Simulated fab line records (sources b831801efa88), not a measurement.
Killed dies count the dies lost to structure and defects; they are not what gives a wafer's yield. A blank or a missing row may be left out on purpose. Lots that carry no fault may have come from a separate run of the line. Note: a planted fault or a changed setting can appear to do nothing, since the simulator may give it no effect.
Problem report, 8D (eight disciplines) form, completed by code | flow gf180mcu | the parts of the form that need people (team, actions taken, sign-off) are left out

== 1. WHAT IS WRONG ==
Mean of oes-product-au at GF_M5_METAL_ETCH_10: 0.911 a.u. across 6 wafers in 2 lots; on wafers with no fault it is 0.989 a.u. (standard deviation 0.0071). That puts it -11 standard deviations away from the usual mean.
The step: etches the open film in Cl2/BCl3, stops on SiO2, target depth 750.8 nm, time 125.1 s.
The first sign was on wafer L724.4 at day 31 11:36, on rie-metal-02. Wafers with a number at this step in the record: 33, from 11 lots. By rule, "out" or "out of limits" means more than 4 standard deviations away from the usual mean. All remaining wafers that have a number are taken as sound.

== 2. WHAT IT IS AND WHAT IT IS NOT ==
question                    | is                                 | is not
which readings at this step | oes-product-au, throttle-valve-pct | drypump-motor-current-A, he-backside-leak-sccm, mfc-cl2-sccm
which lots                  | L724, L725                         | L707, L709, L710, L715, L719, L726, L727, L729, L730
which wafers of those lots  | all that have a number             | -
read on which tools         | rie-metal-02                       | rie-metal-03, rie-metal-04
when                        | from day 31 11:36                  | up to then (15 sound wafers); but 12 sound wafers of L726, L727, L729, L730 came after

== 3. WHAT RULES OUT EACH SUSPECT ==
Counting: a tool stays on the suspect list if, at a process step up to the reading, it processed all lots that are out and no sound lot following the first of them.
- rie-metal-02 at GF_M5_METAL_ETCH_10 (etches the open film in Cl2/BCl3, stops on SiO2, target depth 750.8 nm, time 125.1 s): kept. All lots that are out passed through it, beginning with L724 at day 31 11:36, and no sound lot followed; its final sound lot before that point was L715 at day 28 21:48. Its own readings are out on those wafers: oes-product-au, throttle-valve-pct.
After counting, what remains is rie-metal-02 at GF_M5_METAL_ETCH_10.

== 4. THE CAUSE (what the simulator had put in) ==
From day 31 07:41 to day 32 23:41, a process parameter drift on rie-metal-02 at GF_M5_METAL_ETCH_10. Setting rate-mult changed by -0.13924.
This tool alone remained once counting was done.

== 5. THE EFFECT CHAIN, in route order ==
Each row: a reading whose mean over the struck wafers that have a number lies more than 3 standard deviations from the usual. Only readings whose record carries a usual standard deviation are examined. hours: median over the lots of the time between each lot's start at the first step of this table that gives one and its start at this step. sigmas: the change, counted in usual standard deviations.
hours | step                | reading                  | usual      | on struck wafers | change | sigmas
0     | GF_M5_METAL_ETCH_10 | oes-product-au           | 0.989 a.u. | 0.911            | -0.078 | -11
0     | GF_M5_METAL_ETCH_10 | throttle-valve-pct       | 28.230 %   | 28.315           | +0.085 | +7.7
0     | GF_M5_STRIP_11      | oes-product-au           | 0.524 a.u. | 0.542            | +0.018 | +3.5
0     | GF_M5_STRIP_11      | strip-time-to-endpoint-s | 7.06 s     | 7.46             | +0.40  | +7.1
The process steps in it:
- GF_M5_METAL_ETCH_10: etches the open film in Cl2/BCl3, stops on SiO2, target depth 750.8 nm, time 125.1 s.
- GF_M5_STRIP_11: strips in O2/N2.

== 6. HOW IT WOULD HAVE BEEN CAUGHT EARLIER ==
In this record no reading fell out of limits until day 31 11:36, 4 hours after the fault had begun at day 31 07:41.
